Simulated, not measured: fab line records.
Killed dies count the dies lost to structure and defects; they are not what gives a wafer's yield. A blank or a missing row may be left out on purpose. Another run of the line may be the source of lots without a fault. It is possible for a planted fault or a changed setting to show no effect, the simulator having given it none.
One fault through the eyes of 2 desks	flow gf180mcu	each desk has only its own numbers; what lay behind them comes last

TOOL OWNER'S DESK, plasma asher-04
The tool's own readings at GF_HV_LDD_STRIP_37 (strips in O2/N2): means of the sampled wafers that have a number, for each lot that ran on this tool. Marked OUT: a lot whose mean sits more than 4 standard deviations from the usual mean, which makes it out of limits; the brackets give that distance.
Columns: A = drypump motor current A at GF_HV_LDD_STRIP_37, usual 5.53 A; B = heater power w at GF_HV_LDD_STRIP_37, usual 360 W; C = oes product au at GF_HV_LDD_STRIP_37, usual 0.717 a.u.; D = strip time to endpoint s at GF_HV_LDD_STRIP_37, usual 12.62 s
lot	first seen here	A	B	C	D
L855	day 11 06:58	5.51	379	0.715	12.62
L858	day 12 10:28	5.50	412	0.715	12.63
L860	day 13 05:16	5.49	390	0.717	12.63
L863	day 14 14:07	5.49	407	0.712	12.58
L873	day 17 10:22	5.51	410	0.715	12.63
L875	day 17 23:55	5.50	381	0.718	12.58
L877	day 18 09:28	5.49	385	0.718	12.60
This desk's verdict: no lot among the 7 shows anything out of limits.

FROM THE METROLOGY DESK
Means of the sampled wafers that have a number, per lot and without regard to the tool the lot ran on: this is what the gauges read. Marked OUT: a lot whose mean sits more than 4 standard deviations from the usual mean, which makes it out of limits; the brackets give that distance.
Columns: A = TOP_METAL_OVL at GF_TOP_METAL_OVL_MEAS_15, usual -0.4 nm
lot	first seen here	A
L855	day 27 13:55	0.1
L858	day 28 20:58	-0.1
L860	day 29 15:40	-1.3
L859	day 29 16:49	1.3
L861	day 30 03:28	2.1
L862	day 30 04:43	-1.5
L863	day 30 21:28	-0.3
L866	day 31 15:25	-0.4
L870	day 32 16:58	-0.4
L872	day 33 00:05	0.6
L873	day 33 06:28	0.5
L875	day 33 11:25	-0.6
L876	day 33 13:55	-0.6
L877	day 33 20:10	0.9
This desk's verdict: no lot among the 14 shows anything out of limits.

ALL TOGETHER
Nothing out of limits was seen by the tool owner's desk.
The metrology desk saw nothing out of limits.

WHAT THE SIMULATOR HAD PUT IN
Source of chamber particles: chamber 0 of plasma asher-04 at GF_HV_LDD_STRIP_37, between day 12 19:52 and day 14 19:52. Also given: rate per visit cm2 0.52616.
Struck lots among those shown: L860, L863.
